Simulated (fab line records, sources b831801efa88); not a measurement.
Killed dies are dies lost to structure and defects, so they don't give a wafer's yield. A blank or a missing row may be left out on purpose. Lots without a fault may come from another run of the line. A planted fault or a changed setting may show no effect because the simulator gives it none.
A struck lot beside a sound one | flow gf180mcu | 37 steps out of a route of 602
Sound: wafers L636.1, L636.4, L636.6. Struck: wafers L625.2, L625.3. (L625.1 of the same lot was not struck and is left out.) The cause comes at the end.
At each step with rows: each side's tool, then ch and its chambers, then its first start. Under that, the readings that differ: sound wafers | struck wafers | difference of the means | sigmas: that difference in standard deviations of wafers without a fault.
alike: readings whose means differ by less than 2 such deviations, and words and numbers that are the same on both sides. not compared: withheld readings, readings that some wafer has no value for, bounds like >300 that may hide the same value, and numbers for which the record gives no deviation and whose values overlap.
The two part at a step that has a row with sigmas, a row that says differs or no value, or rows on one side only. Numbers that don't overlap but have no deviation are shown without sigmas and don't part them. A reading that every wafer of one side lacks parts them only if that side has two wafers or more.

first, 1 step without rows for these wafers: GF_M5_DEVELOP_06 (develop time 60 s).
GF_M5_CD_MEAS_07: target cd 280 nm.
  sound on cd_sem-02, day 30 18:18; struck on cd_sem-02, day 27 12:58
  alike: cd_nm
GF_M5_OVL_MEAS_08:
  sound on overlay-01, day 30 18:25; struck on overlay-01, day 27 13:05
  alike: M5_OVL
then, 2 steps without rows for these wafers: GF_M5_ETCH_09 (etches Si3N4 in CF4/O2, target depth 52 nm, time 11.6 s); GF_M5_METAL_ETCH_10 (etches the open film in Cl2/BCl3, stops on SiO2, target depth 627.5 nm, time 104.6 s).
GF_M5_STRIP_11: strips in O2/N2.
  sound on plasma_asher-03 ch 0,1, day 30 18:42; struck on plasma_asher-02 ch 0, day 27 13:16
  alike: drypump_motor_current_A, heater_power_w, oes_product_au, platen_temp_c, strip_time_to_endpoint_s
  not compared: rf_hours_counter_h
then, 3 steps without rows for these wafers: GF_M5_STRIP_12 (strips in post etch residue remover, time 1200 s); GF_M5_CLEAN_13 (cleans in DIW); GF_V5_CVD_00 (deposits SiO2, target thk 300 nm, time 50 s).
GF_V5_THK_MEAS_01:
  sound on film_metro-02, day 30 19:19; struck on film_metro-01, day 27 13:53
  alike: V5_CVD_00_THK
then, 1 step without rows for these wafers: GF_V5_CVD_02 (deposits SiO2 from TEOS, target thk 1450 nm, time 163.28 s).
GF_V5_THK_MEAS_03:
  sound on film_metro-03, day 30 19:29; struck on film_metro-02, day 27 14:03
  alike: V5_CVD_02_THK
GF_V5_CMP_04: polishes SiO2.
  sound on cmp-01 ch 2,3, day 30 19:32; struck on cmp-01 ch 1,2, day 27 14:07
  reading                             | sound             | struck    | difference | sigmas
  model.SiO2_of_V5_CVD_02.thk_nm (nm) | 855.6 853.7 853.8 | 1063 1064 | +209       |
  alike: motor_current_A
GF_V5_BOW_MEAS_05:
  sound on film_metro-01, day 30 19:50; struck on film_metro-01, day 27 14:25
  alike: V5_BOW
then, 8 steps without rows for these wafers: GF_V5_DEHYDRATE_06 (time 60 s); GF_V5_HMDS_07 (prime time 60 s); GF_V5_COAT_08; GF_V5_COAT_09 (resist thk 1000 nm); GF_V5_SOFTBAKE_10 (time 60 s); GF_V5_EXPOSE_11 (exposes mask Via5, target cd 260 nm); GF_V5_PEB_12 (peb time 90 s); GF_V5_DEVELOP_13 (develop time 60 s).
GF_V5_CD_MEAS_14: target cd 260 nm.
  sound on cd_sem-02, day 31 13:19; struck on cd_sem-01, day 28 10:52
  alike: cd_nm
GF_V5_OVL_MEAS_15:
  sound on overlay-02, day 31 13:26; struck on overlay-02, day 28 10:59
  alike: V5_OVL
GF_V5_ETCH_16: etches BARC in N2/H2.
  sound on rie_diel-03 ch 1,3, day 31 13:28; struck on rie_diel-04 ch 1,3, day 28 11:01
  reading               | sound             | struck      | difference | sigmas
  oes_product_au (a.u.) | 0.861 0.861 0.857 | 0.850 0.847 | -0.011     | -2
  alike: drypump_motor_current_A, throttle_valve_pct
GF_V5_ETCH_17: etches SiO2 in C4F8/O2/Ar, stops on TiN, target depth 855 nm.
  sound on rie_diel-03 ch 1,3; struck on rie_diel-04 ch 1,3
  reading                        | sound             | struck      | difference | sigmas
  oes_product_au (a.u.)          | 0.856 0.857 0.858 | 0.980 0.974 | +0.120     | +28
  model.V5.feature_depth_nm (nm) | 855.6 853.7 853.8 | 1063 1064   | +209       |
  model.etch.depth_nm (nm)       | 855.6 853.7 853.8 | 1063 1064   | +209       |
then, 3 steps without rows for these wafers: GF_V5_STRIP_18 (strips in O2/N2); GF_V5_STRIP_19 (strips in post etch residue remover, time 1200 s); GF_V5_CLEAN_20 (cleans in DIW).
GF_V5_SPUTTER_21: material Ti, target thk 15 nm, time 80.02 s.
  sound on pvd_sputter-02, day 31 14:10; struck on pvd_sputter-02, day 28 11:44
  alike: cathode_dc_power_W, throttle_valve_pct
then, 1 step without rows for these wafers: GF_V5_SPUTTER_22 (material TiN, target thk 10 nm, time 40 s).
GF_V5_CVD_23: deposits W, target thk 350 nm, time 104.9 s.
  sound on cvd_w-01 ch 1, day 31 14:16; struck on cvd_w-01 ch 1, day 28 11:50
  alike: heater_power_w
GF_V5_RS_MEAS_24: measures by four-point-probe.
  sound on film_metro-02, day 31 14:22; struck on film_metro-02, day 28 11:57
  alike: V5_W_RS
GF_V5_THK_MEAS_25: measures by xrf.
  sound on film_metro-02, day 31 14:29; struck on film_metro-02, day 28 12:04
  alike: V5_W_THK
GF_V5_CMP_26: polishes, stops on SiO2, t overpolish 15 s, target thk 0 nm.
  sound on cmp-02 ch 1,2, day 31 14:33; struck on cmp-01 ch 1,2, day 28 12:11
  reading                             | sound             | struck    | difference | sigmas
  model.SiO2_of_V5_CVD_02.thk_nm (nm) | 851.9 849.9 850.1 | 1059 1060 | +209       |
  alike: motor_current_A
GF_TOP_METAL_SPUTTER_00: material Ti, target thk 37.5 nm, time 150 s.
  sound on pvd_sputter-04, day 31 14:51; struck on pvd_sputter-01, day 28 12:26
  alike: cathode_dc_power_W, throttle_valve_pct
GF_PASSIVATION_PROBE_99:
  sound on prober-02, day 33 02:29; struck on prober-01, day 30 06:16
  reading                       | sound             | struck     | difference | sigmas
  model.etest.via5_chain.rc_ohm | 6.869 7.147 6.877 | 7.881 11.1 | +2.526     |

WHERE THEY PART
First at GF_V5_ETCH_16; last, within this record, at GF_V5_ETCH_17. Later steps at which nothing parts them and some readings are alike: GF_V5_SPUTTER_21, GF_V5_CVD_23, GF_V5_RS_MEAS_24, GF_V5_THK_MEAS_25, GF_V5_CMP_26, GF_TOP_METAL_SPUTTER_00.

WHY: what the simulator had put in
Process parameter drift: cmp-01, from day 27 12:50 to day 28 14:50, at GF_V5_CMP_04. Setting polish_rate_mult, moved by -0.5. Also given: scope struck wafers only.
